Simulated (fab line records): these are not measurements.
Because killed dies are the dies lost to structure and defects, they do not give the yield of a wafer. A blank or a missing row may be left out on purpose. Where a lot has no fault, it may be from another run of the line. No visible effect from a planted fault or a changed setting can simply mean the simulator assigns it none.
A struck lot beside a sound one    flow sky130    19 out of 708 route steps
Sound: the wafers L893.2, L893.3, L893.5. The struck wafers were L899.1, L899.2, L899.4. The cause is given at the end.
At each step with rows: each side's tool, then ch and its chambers, then its first start. Under that, the readings that differ: sound wafers    struck wafers    difference of the means    sigmas: that difference in standard deviations of wafers without a fault.
alike: a reading whose means differ by less than 2 such deviations, as well as words and numbers matching on both sides. not compared: withheld readings; readings where some wafer has no value; bounds like >300 that might hide an equal value; numbers whose values overlap and for which the record gives no deviation.
Wherever a step has rows on one side only, a row that says differs or no value, or a row with sigmas, the two part there. Non-overlapping numbers with no deviation appear without sigmas and do not part them. A reading that every wafer of one side lacks parts them only if that side has two wafers or more.

SKY_FIELD_ISO_BOW_MEAS_00:
  sound on film metro-04, day 3 12:01; struck on film metro-03, day 4 18:00
  alike: INCOMING_BOW
then, 1 step without rows for these wafers: SKY_FIELD_ISO_OXIDATION_01 (stabilise 600 s, purge 300 s, target thk 12 nm).
SKY_FIELD_ISO_THK_MEAS_02:
  sound on film metro-03, day 3 14:08; struck on film metro-01, day 4 21:45
  alike: FIELD_ISO_OXIDATION_00_THK
then, 1 step without rows for these wafers: SKY_FIELD_ISO_CVD_03 (deposits Si3N4 from DCS/NH3, target thk 165 nm, time 2830 s).
SKY_FIELD_ISO_THK_MEAS_04:
  sound on film metro-01, day 3 16:05; struck on film metro-01, day 4 23:36
  alike: FIELD_ISO_CVD_03_THK
then, 3 steps without rows for these wafers: SKY_FIELD_ISO_DEHYDRATE_05 (time 60 s); SKY_FIELD_ISO_HMDS_06 (prime time 60 s); SKY_FIELD_ISO_COAT_07 (resist thk 60 nm).
SKY_FIELD_ISO_COAT_08: resist thk 450 nm.
  sound on litho track-03 ch 0, day 3 23:00; struck on litho track-03 ch 0, day 5 07:00
reading                                           sound            struck             difference  sigmas
model.KrF-thick_of_FIELD_ISO_COAT_08.thk nm (nm)  450.3 450 449.9  439.5 439.6 439.8  -10.4       
then, 4 steps without rows for these wafers: SKY_FIELD_ISO_SOFTBAKE_09 (time 90 s); SKY_FIELD_ISO_EXPOSE_10 (exposes mask FOM, target cd 150 nm); SKY_FIELD_ISO_PEB_11; SKY_FIELD_ISO_DEVELOP_12 (develop time 60 s).
SKY_FIELD_ISO_CD_MEAS_13 targets a cd of 150 nm.
  sound on cd sem-02, day 4 08:08; struck on cd sem-01, day 5 17:31
reading     sound              struck             difference  sigmas
cd nm (nm)  147.8 149.0 148.8  152.8 153.5 152.8  +4.5        +3
SKY_FIELD_ISO_ETCH_14: etches BARC in N2/H2, stops on SiO2, time 45.9 s, target depth 60 nm.
  sound on rie diel-03 ch 0,1,2, day 4 08:14; struck on rie diel-02 ch 1,2,3, day 5 17:38
  alike: drypump motor current A, oes product au, throttle valve pct
  not compared: rf hours counter h
SKY_FIELD_ISO_ETCH_15: etches the open film in CHF3/O2, stops on Si, target depth 180 nm, time 72 s.
  sound on rie diel-03 ch 0,1,2, day 4 08:17; struck on rie diel-02 ch 1,2,3, day 5 17:40
reading                                           sound              struck             difference  sigmas
model.KrF-thick_of_FIELD_ISO_COAT_08.thk nm (nm)  237.2 239.6 232.2  223.9 224.3 225.6  -11.7       
  alike: drypump motor current A, oes product au, throttle valve pct
  not compared: rf hours counter h
SKY_FIELD_ISO_STRIP_16: strips in O2/N2.
  sound on plasma asher-03 ch 1, day 4 08:20; struck on plasma asher-04 ch 0,1, day 5 17:44
reading                       sound              struck             difference  sigmas
oes product au (a.u.)         0.382 0.384 0.373  0.365 0.374 0.366  -0.011      -2
strip time to endpoint s (s)  3.55 3.58 3.49     3.41 3.42 3.43     -0.12       -4
  alike: drypump motor current A
  not compared: rf hours counter h
SKY_FIELD_ISO_ETCH_17: etches Si in HBr/Cl2/O2, target depth 342 nm, time 97.7 s.
  sound on rie si-01 ch 0,2,3, day 4 08:26; struck on rie si-01 ch 1,2,3, day 5 17:50
  alike: HBr_flow_sccm, drypump motor current A, oes product au, throttle valve pct
  not compared: rf hours counter h
-- the record jumps here: 44 days lie between the struck wafers' starts before and after (it left off in module FIELD_ISO and takes up again in module PAD_OPEN, whose first step shown is number 708 of the route) --
SKY_PAD_OPEN_PROBE_99:
  record: rows for the struck wafers here (prober-01, day 49 19:39), none for the sound ones

WHERE THEY PART
Earliest at SKY_FIELD_ISO_CD_MEAS_13; latest, in this record, at SKY_PAD_OPEN_PROBE_99.

WHY: what the simulator had put in
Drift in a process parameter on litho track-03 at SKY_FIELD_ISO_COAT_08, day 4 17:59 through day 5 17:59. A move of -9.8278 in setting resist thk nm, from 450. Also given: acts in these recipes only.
